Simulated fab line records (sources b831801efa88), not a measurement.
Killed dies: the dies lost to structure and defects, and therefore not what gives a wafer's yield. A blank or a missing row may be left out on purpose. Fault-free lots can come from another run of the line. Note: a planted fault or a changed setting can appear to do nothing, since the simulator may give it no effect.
The tool behind it: which one? :: flow sky130 :: 12 lots, 36 wafers sampled, at 4 steps of a route of 708

## WHAT THE GAUGES READ, wafer by wafer
SKY_SD_N_CD_MEAS_07: target cd 380 nm.
lot: L787
measured: day 29 17:53
on: cdSem-01
cdNm (nm): 380.9 383.8 381.0

lot: L788
measured: day 29 22:42
on: cdSem-02
cdNm (nm): 378.0 381.7 380.8

lot: L791
measured: day 30 05:17
on: cdSem-01
cdNm (nm): 381.5 378.2 379.6

lot: L790
measured: day 30 07:32
on: cdSem-02
cdNm (nm): 377.1 376.2 375.6

lot: L792
measured: day 30 15:41
on: cdSem-02
cdNm (nm): 379.3 380.2 379.8

lot: L794
measured: day 31 06:17
on: cdSem-01
cdNm (nm): 376.8 374.2 373.6

lot: L796
measured: day 31 10:26
on: cdSem-02
cdNm (nm): 375.1 376.4 375.3

lot: L797
measured: day 31 15:32
on: cdSem-01
cdNm (nm): 381.9 382.7 382.2

lot: L805
measured: day 34 04:53
on: cdSem-01
cdNm (nm): 352.3 356.7 355.3

lot: L806
measured: day 34 10:24
on: cdSem-02
cdNm (nm): 357.5 356.4 353.8

lot: L807
measured: day 35 01:32
on: cdSem-01
cdNm (nm): 385.1 384.8 385.4

lot: L808
measured: day 35 01:59
on: cdSem-02
cdNm (nm): 383.1 380.4 380.2

## WHAT TOOL EACH LOT RAN ON (gives the tool, then ch and the chambers of the sampled wafers, and finally the start)
lot: L787
SKY_LDD_HVN_STRIP_09: plasmaAsher-04 ch 0,1, day 22 12:04
SKY_SD_P_SOFTBAKE_03: lithoTrack-01 ch 0, day 26 19:16
SKY_SD_N_EXPOSE_04: ilineStepper-02 ch 0, day 29 04:40

lot: L788
SKY_LDD_HVN_STRIP_09: plasmaAsher-03 ch 1, day 22 12:22
SKY_SD_P_SOFTBAKE_03: lithoTrack-01 ch 0, day 26 23:55
SKY_SD_N_EXPOSE_04: ilineStepper-01 ch 0, day 29 09:17

lot: L791
SKY_LDD_HVN_STRIP_09: plasmaAsher-04 ch 0,1, day 22 21:59
SKY_SD_P_SOFTBAKE_03: lithoTrack-02 ch 0, day 27 07:55
SKY_SD_N_EXPOSE_04: ilineStepper-01 ch 0, day 29 15:37

lot: L790
SKY_LDD_HVN_STRIP_09: plasmaAsher-04 ch 0,1, day 22 22:37
SKY_SD_P_SOFTBAKE_03: lithoTrack-02 ch 0, day 27 10:06
SKY_SD_N_EXPOSE_04: ilineStepper-01 ch 0, day 29 17:23

lot: L792
SKY_LDD_HVN_STRIP_09: plasmaAsher-04 ch 0,1, day 23 03:59
SKY_SD_P_SOFTBAKE_03: lithoTrack-04 ch 0, day 27 17:20
SKY_SD_N_EXPOSE_04: ilineStepper-02 ch 0, day 30 02:30

lot: L794
SKY_LDD_HVN_STRIP_09: plasmaAsher-03 ch 0,1, day 23 23:14
SKY_SD_P_SOFTBAKE_03: lithoTrack-04 ch 0, day 28 08:08
SKY_SD_N_EXPOSE_04: ilineStepper-02 ch 0, day 30 16:22

lot: L796
SKY_LDD_HVN_STRIP_09: plasmaAsher-04 ch 0,1, day 24 04:52
SKY_SD_P_SOFTBAKE_03: lithoTrack-04 ch 0, day 28 12:56
SKY_SD_N_EXPOSE_04: ilineStepper-01 ch 0, day 30 20:06

lot: L797
SKY_LDD_HVN_STRIP_09: plasmaAsher-03 ch 0,1, day 24 11:34
SKY_SD_P_SOFTBAKE_03: lithoTrack-04 ch 0, day 28 19:02
SKY_SD_N_EXPOSE_04: ilineStepper-01 ch 0, day 31 01:45

lot: L805
SKY_LDD_HVN_STRIP_09: plasmaAsher-04 ch 0,1, day 27 07:01
SKY_SD_P_SOFTBAKE_03: lithoTrack-02 ch 0, day 31 10:45
SKY_SD_N_EXPOSE_04: ilineStepper-02 ch 0, day 33 15:21

lot: L806
SKY_LDD_HVN_STRIP_09: plasmaAsher-01 ch 0, day 27 11:25
SKY_SD_P_SOFTBAKE_03: lithoTrack-02 ch 0, day 31 15:15
SKY_SD_N_EXPOSE_04: ilineStepper-02 ch 0, day 33 21:05

lot: L807
SKY_LDD_HVN_STRIP_09: plasmaAsher-03 ch 0,1, day 28 01:35
SKY_SD_P_SOFTBAKE_03: lithoTrack-02 ch 0, day 32 05:18
SKY_SD_N_EXPOSE_04: ilineStepper-01 ch 0, day 34 12:28

lot: L808
SKY_LDD_HVN_STRIP_09: plasmaAsher-03 ch 0,1, day 28 06:05
SKY_SD_P_SOFTBAKE_03: lithoTrack-02 ch 0, day 32 06:51
SKY_SD_N_EXPOSE_04: ilineStepper-01 ch 0, day 34 12:53
- SKY_LDD_HVN_STRIP_09: strips in O2/N2.
- SKY_SD_P_SOFTBAKE_03: time 62.55 s.
- SKY_SD_N_EXPOSE_04: exposes mask NSDM, target cd 380 nm.

## AS READ BY THE TOOLS THEMSELVES (means over the sampled wafers that have a number; for cases with no such wafer, the mark the record gives instead)
SKY_LDD_HVN_STRIP_09.
lot: L787
tool: plasmaAsher-04
drypumpMotorCurrentA (A): 6.0
oesProductAu (a.u.): 0.409
stripTimeToEndpointS (s): 4.113

lot: L788
tool: plasmaAsher-03
drypumpMotorCurrentA (A): 5.9
oesProductAu (a.u.): 0.410
stripTimeToEndpointS (s): 4.125

lot: L791
tool: plasmaAsher-04
drypumpMotorCurrentA (A): 6.0
oesProductAu (a.u.): 0.406
stripTimeToEndpointS (s): 4.133

lot: L790
tool: plasmaAsher-04
drypumpMotorCurrentA (A): 6.0
oesProductAu (a.u.): 0.406
stripTimeToEndpointS (s): 4.118

lot: L792
tool: plasmaAsher-04
drypumpMotorCurrentA (A): 6.1
oesProductAu (a.u.): 0.408
stripTimeToEndpointS (s): 4.132

lot: L794
tool: plasmaAsher-03
drypumpMotorCurrentA (A): 6.3
oesProductAu (a.u.): 0.412
stripTimeToEndpointS (s): 4.143

lot: L796
tool: plasmaAsher-04
drypumpMotorCurrentA (A): 6.0
oesProductAu (a.u.): 0.406
stripTimeToEndpointS (s): 4.126

lot: L797
tool: plasmaAsher-03
drypumpMotorCurrentA (A): 6.1
oesProductAu (a.u.): 0.406
stripTimeToEndpointS (s): 4.148

lot: L805
tool: plasmaAsher-04
drypumpMotorCurrentA (A): 6.0
oesProductAu (a.u.): 0.410
stripTimeToEndpointS (s): 4.126

lot: L806
tool: plasmaAsher-01
drypumpMotorCurrentA (A): 5.8
oesProductAu (a.u.): 0.409
stripTimeToEndpointS (s): 4.136

lot: L807
tool: plasmaAsher-03
drypumpMotorCurrentA (A): 6.3
oesProductAu (a.u.): 0.409
stripTimeToEndpointS (s): 4.130

lot: L808
tool: plasmaAsher-03
drypumpMotorCurrentA (A): 6.3
oesProductAu (a.u.): 0.408
stripTimeToEndpointS (s): 4.121

SKY_SD_P_SOFTBAKE_03.
lot: L787
tool: lithoTrack-01
heaterPowerTotalW (W): 56.56
plateSensorTCentreC (C): 90.757
plateSensorTEdgeC (C): 90.815

lot: L788
tool: lithoTrack-01
heaterPowerTotalW (W): 56.52
plateSensorTCentreC (C): 90.755
plateSensorTEdgeC (C): 90.841

lot: L791
tool: lithoTrack-02
heaterPowerTotalW (W): 56.50
plateSensorTCentreC (C): 90.756
plateSensorTEdgeC (C): 90.840

lot: L790
tool: lithoTrack-02
heaterPowerTotalW (W): 56.46
plateSensorTCentreC (C): 90.750
plateSensorTEdgeC (C): 90.824

lot: L792
tool: lithoTrack-04
heaterPowerTotalW (W): 56.51
plateSensorTCentreC (C): 90.761
plateSensorTEdgeC (C): 90.823

lot: L794
tool: lithoTrack-04
heaterPowerTotalW (W): 56.52
plateSensorTCentreC (C): 90.756
plateSensorTEdgeC (C): 90.826

lot: L796
tool: lithoTrack-04
heaterPowerTotalW (W): 56.51
plateSensorTCentreC (C): 90.751
plateSensorTEdgeC (C): 90.824

lot: L797
tool: lithoTrack-04
heaterPowerTotalW (W): 56.53
plateSensorTCentreC (C): 90.755
plateSensorTEdgeC (C): 90.829

lot: L805
tool: lithoTrack-02
heaterPowerTotalW (W): 56.52
plateSensorTCentreC (C): 90.749
plateSensorTEdgeC (C): 90.824

lot: L806
tool: lithoTrack-02
heaterPowerTotalW (W): 56.53
plateSensorTCentreC (C): 90.750
plateSensorTEdgeC (C): 90.815

lot: L807
tool: lithoTrack-02
heaterPowerTotalW (W): 56.49
plateSensorTCentreC (C): 90.765
plateSensorTEdgeC (C): 90.828

lot: L808
tool: lithoTrack-02
heaterPowerTotalW (W): 56.54
plateSensorTCentreC (C): 90.760
plateSensorTEdgeC (C): 90.827

SKY_SD_N_EXPOSE_04.
lot: L787
tool: ilineStepper-02
exposureDoseMJCm2: 140.98

lot: L788
tool: ilineStepper-01
exposureDoseMJCm2: 141.13

lot: L791
tool: ilineStepper-01
exposureDoseMJCm2: 140.94

lot: L790
tool: ilineStepper-01
exposureDoseMJCm2: 141.10

lot: L792
tool: ilineStepper-02
exposureDoseMJCm2: 141.02

lot: L794
tool: ilineStepper-02
exposureDoseMJCm2: 140.69

lot: L796
tool: ilineStepper-01
exposureDoseMJCm2: 141.15

lot: L797
tool: ilineStepper-01
exposureDoseMJCm2: 140.96

lot: L805
tool: ilineStepper-02
exposureDoseMJCm2: 129.91

lot: L806
tool: ilineStepper-02
exposureDoseMJCm2: 129.67

lot: L807
tool: ilineStepper-01
exposureDoseMJCm2: 140.90

lot: L808
tool: ilineStepper-01
exposureDoseMJCm2: 141.04

## THE ANSWER, worked out from the rows above alone
Rule: the usual values come from the lots themselves. The widest of any qualifying gaps counts: lots, ordered by their means at a reading, are off when they make up no more than a third of the lots, leave a main group of 4 or more, and stand apart from it by 3 or more times the standard deviation of that group's means. A main group whose means are all the same, to the digits that the tables above print for the reading, isn't used. Also off: a lot with no number at a reading for which 4 or more lots have one. Any other lot the step has rows for is counted as sound. First the gauges in route order, then the tools' own readings, where a lot's mean is used as printed above. The first step at which some lot is off is used, and at that step the reading that is off furthest; a lot without a number counts as furthest.
Off at SKY_SD_N_CD_MEAS_07 (cdNm): L805, L806. Mean 379.7 nm and standard deviation 3.1 in the main group.
If a tool, at a process step before that reading, ran all the lots that are off and no sound lot after the first of them, it fits. Not tried: the gauges at SKY_SD_N_CD_MEAS_07; whatever is off there is also off at SKY_SD_N_EXPOSE_04, on other tools, and gauge error can't account for it. One fits: ilineStepper-02 at SKY_SD_N_EXPOSE_04. A fault onset in the window from L794 (day 30 16:22, its last sound lot) to L805 (day 33 15:21, its first lot off) fits.
The tool's own readings at SKY_SD_N_EXPOSE_04 bear it out: on the lots that are off they differ by more than 5 times the standard deviation of the sound lots' means. exposureDoseMJCm2 reads 129.79 there against 140.99 on the sound lots.

## WHAT THE SIMULATOR HAD INSERTED
Process parameters drifting: ilineStepper-02 at SKY_SD_N_EXPOSE_04, beginning at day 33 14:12. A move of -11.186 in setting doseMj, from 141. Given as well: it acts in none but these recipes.
Struck lots among those shown: L805, L806. The rule given above showed the same thing.
